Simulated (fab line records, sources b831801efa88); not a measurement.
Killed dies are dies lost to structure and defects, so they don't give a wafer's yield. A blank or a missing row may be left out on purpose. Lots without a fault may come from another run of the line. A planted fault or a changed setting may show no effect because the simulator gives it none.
A struck lot beside a sound one | flow gf180mcu | 14 steps out of a route of 602
Sound: wafers L570.1, L570.3, L570.6. Struck: wafers L560.1, L560.2, L560.6. The cause comes at the end.
At each step with rows: each side's tool, then ch and its chambers, then its first start. Under that, the readings that differ: sound wafers | struck wafers | difference of the means | sigmas: that difference in standard deviations of wafers without a fault.
alike: readings whose means differ by less than 2 such deviations, and words and numbers that are the same on both sides. not compared: withheld readings, readings that some wafer has no value for, bounds like >300 that may hide the same value, and numbers for which the record gives no deviation and whose values overlap.
The two part at a step that has a row with sigmas, a row that says differs or no value, or rows on one side only. Numbers that don't overlap but have no deviation are shown without sigmas and don't part them. A reading that every wafer of one side lacks parts them only if that side has two wafers or more.

GF_TOP_METAL_SPUTTER_01: material TiN, target thk 30 nm, time 25 s.
  sound on pvd_sputter-01, day 31 23:13; struck on pvd_sputter-04, day 29 05:04
  alike: throttle_valve_pct
GF_TOP_METAL_SPUTTER_02: material AlCu, target thk 900 nm, time 47.82 s.
  sound on pvd_sputter-01, day 31 23:15; struck on pvd_sputter-04, day 29 05:05
  alike: throttle_valve_pct
GF_TOP_METAL_SPUTTER_03: material Ti, target thk 5 nm, time 3.3 s.
  sound on pvd_sputter-01, day 31 23:18; struck on pvd_sputter-04, day 29 05:08
  alike: throttle_valve_pct
GF_TOP_METAL_SPUTTER_04: material TiN, target thk 25 nm, time 20.8 s.
  sound on pvd_sputter-01, day 31 23:19; struck on pvd_sputter-04, day 29 05:09
  alike: throttle_valve_pct
GF_TOP_METAL_RS_MEAS_05: measures by four-point-probe.
  sound on film_metro-03, day 31 23:20; struck on film_metro-02, day 29 05:11
  alike: TOP_METAL_ALCU_RS
GF_TOP_METAL_THK_MEAS_06: measures by xrf.
  sound on film_metro-03, day 31 23:28; struck on film_metro-02, day 29 05:18
  alike: TOP_METAL_ALCU_THK
then, 6 steps without rows for these wafers: GF_TOP_METAL_DEHYDRATE_07 (time 60 s); GF_TOP_METAL_HMDS_08 (prime time 60 s); GF_TOP_METAL_COAT_09 (resist thk 1500 nm); GF_TOP_METAL_SOFTBAKE_10 (time 60 s); GF_TOP_METAL_EXPOSE_11 (exposes mask MetalTop, target cd 440 nm); GF_TOP_METAL_PEB_12.
GF_TOP_METAL_DEVELOP_13: develop time 60 s.
  sound on litho_track-02 ch 0, day 32 15:30; struck on litho_track-02, day 29 23:36
  no value came back on the struck wafers for chill_plate_temp_C (C), develop_time_s (s); on the sound wafers chill_plate_temp_C (C) reads 22.94 22.97 23.06
GF_TOP_METAL_CD_MEAS_14: target cd 440 nm.
  sound on cd_sem-02, day 32 15:39; struck on cd_sem-02, day 29 23:45
  reading    | sound             | struck | difference                    | sigmas
  cd_nm (nm) | 439.3 438.5 438.4 | - - -  | no value on the struck wafers |

WHERE THEY PART
First at GF_TOP_METAL_DEVELOP_13; last, within this record, at GF_TOP_METAL_CD_MEAS_14.

WHY: what the simulator had put in
Skipped step whole: litho_track-02, from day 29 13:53 on, at GF_TOP_METAL_DEVELOP_13. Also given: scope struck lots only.
